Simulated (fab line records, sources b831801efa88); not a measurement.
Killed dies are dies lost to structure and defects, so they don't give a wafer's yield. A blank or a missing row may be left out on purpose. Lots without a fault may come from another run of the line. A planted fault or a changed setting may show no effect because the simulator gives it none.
Which tool did it? | flow sky130 | 12 lots, 36 wafers sampled, at 4 steps of a route of 708

WHAT THE GAUGES READ, wafer by wafer
SKY_METAL5_THK_MEAS_06: measures by xrf.
lot  | measured     | on            | METAL5_ALCU_THK (nm)
L951 | day 42 22:34 | film_metro-03 | 1154 1137 1156
L952 | day 43 02:33 | film_metro-04 | 1128 1134 1134
L954 | day 43 19:57 | film_metro-04 | 1144 1119 1135
L955 | day 44 05:59 | film_metro-04 | 1122 1104 1127
L957 | day 45 00:34 | film_metro-04 | 1136 1126 1132
L960 | day 45 18:14 | film_metro-03 | 1143 1141 1140
L961 | day 45 23:01 | film_metro-01 | 1147 1153 1149
L962 | day 46 05:31 | film_metro-03 | 1098 1145 1140
L965 | day 46 23:43 | film_metro-04 | 1117 1084 1112
L969 | day 47 23:01 | film_metro-01 | 1151 1165 1154
L971 | day 48 01:02 | film_metro-04 | 1115 1112 1111
L972 | day 48 14:29 | film_metro-03 | 1140 1145 1145

SKY_PASSIVATION_THK_MEAS_03.
lot  | measured     | on            | PASSIVATION_CVD_02_THK (nm)
L951 | day 43 22:08 | film_metro-01 | 541 533 557
L952 | day 44 01:41 | film_metro-02 | 542 529 553
L954 | day 44 18:38 | film_metro-03 | 540 528 550
L955 | day 45 04:11 | film_metro-03 | 550 531 526
L957 | day 45 22:47 | film_metro-01 | 537 527 548
L960 | day 46 16:17 | film_metro-01 | 529 526 541
L961 | day 46 20:47 | film_metro-03 | 542 550 541
L962 | day 47 03:08 | film_metro-02 | 534 546 536
L965 | day 47 20:38 | film_metro-02 | 534 534 551
L969 | day 48 19:40 | film_metro-02 | 534 539 541
L971 | day 48 20:50 | film_metro-01 | 535 546 555
L972 | day 49 09:38 | film_metro-01 | 528 535 533

WHICH TOOL RAN EACH LOT (tool, then ch and the chambers of the sampled wafers, then the start)
lot  | SKY_METAL4_SPUTTER_03        | SKY_METAL5_SOFTBAKE_10
L951 | pvd_sputter-01, day 39 19:55 | litho_track-04 ch 0, day 43 08:34
L952 | pvd_sputter-04, day 39 22:37 | litho_track-03 ch 0, day 43 14:02
L954 | pvd_sputter-01, day 40 19:20 | litho_track-04 ch 0, day 44 05:34
L955 | pvd_sputter-03, day 41 05:05 | litho_track-01 ch 0, day 44 17:55
L957 | pvd_sputter-01, day 42 00:53 | litho_track-01 ch 0, day 45 10:46
L960 | pvd_sputter-01, day 42 20:37 | litho_track-01 ch 0, day 46 03:22
L961 | pvd_sputter-01, day 43 00:38 | litho_track-03 ch 0, day 46 08:20
L962 | pvd_sputter-04, day 43 08:47 | litho_track-01 ch 0, day 46 16:55
L965 | pvd_sputter-01, day 44 04:07 | litho_track-04 ch 0, day 47 09:36
L969 | pvd_sputter-01, day 45 04:22 | litho_track-03 ch 0, day 48 09:00
L971 | pvd_sputter-01, day 45 07:19 | litho_track-03 ch 0, day 48 11:21
L972 | pvd_sputter-04, day 45 21:37 | litho_track-03 ch 0, day 48 22:56
- SKY_METAL4_SPUTTER_03: material Ti, target thk 5 nm, time 3.3 s.
- SKY_METAL5_SOFTBAKE_10: time 62.38 s.

WHAT THE TOOLS THEMSELVES READ (means of the sampled wafers that have a number; where no wafer has one, the mark that the record gives instead)
SKY_METAL4_SPUTTER_03.
lot  | tool           | throttle_valve_pct (%)
L951 | pvd_sputter-01 | 30.6
L952 | pvd_sputter-04 | 29.5
L954 | pvd_sputter-01 | 30.5
L955 | pvd_sputter-03 | 29.1
L957 | pvd_sputter-01 | 29.7
L960 | pvd_sputter-01 | 29.6
L961 | pvd_sputter-01 | 31.3
L962 | pvd_sputter-04 | 29.6
L965 | pvd_sputter-01 | 30.4
L969 | pvd_sputter-01 | 30.6
L971 | pvd_sputter-01 | 29.9
L972 | pvd_sputter-04 | 30.3

SKY_METAL5_SOFTBAKE_10.
lot  | tool           | plate_sensor_t_centre_C (C) | plate_sensor_t_edge_C (C)
L951 | litho_track-04 | 90.741                      | 90.822
L952 | litho_track-03 | 90.761                      | 90.834
L954 | litho_track-04 | 90.753                      | 90.831
L955 | litho_track-01 | 90.767                      | 90.834
L957 | litho_track-01 | 90.764                      | 90.835
L960 | litho_track-01 | 90.753                      | 90.832
L961 | litho_track-03 | 90.764                      | 90.838
L962 | litho_track-01 | 90.754                      | 90.833
L965 | litho_track-04 | 90.755                      | 90.821
L969 | litho_track-03 | 90.754                      | 90.829
L971 | litho_track-03 | 90.767                      | 90.832
L972 | litho_track-03 | 90.749                      | 90.822

THE ANSWER, worked out from the rows above alone
Rule: what is usual is taken from the lots themselves. Put in order of their means at a reading, lots are off if they are a third of the lots or fewer, leave a main group of 4 or more, and stand apart from it by a gap of 3 or more times the standard deviation of the main group's means; of several such gaps the widest counts. A main group whose means are all the same, to the digits that the tables above print for the reading, isn't used. A lot without any number at a reading at which 4 lots or more have one is off too. The other lots that the step has rows for count as sound. The gauges are gone through in route order, then the tools' own readings, and for those a lot's mean is taken as printed above. The first step at which some lot is off is used, and at that step the reading that is off furthest; a lot without a number counts as furthest.
No lot is off at any reading shown: from this, nothing can be told.

WHAT THE SIMULATOR HAD PUT IN
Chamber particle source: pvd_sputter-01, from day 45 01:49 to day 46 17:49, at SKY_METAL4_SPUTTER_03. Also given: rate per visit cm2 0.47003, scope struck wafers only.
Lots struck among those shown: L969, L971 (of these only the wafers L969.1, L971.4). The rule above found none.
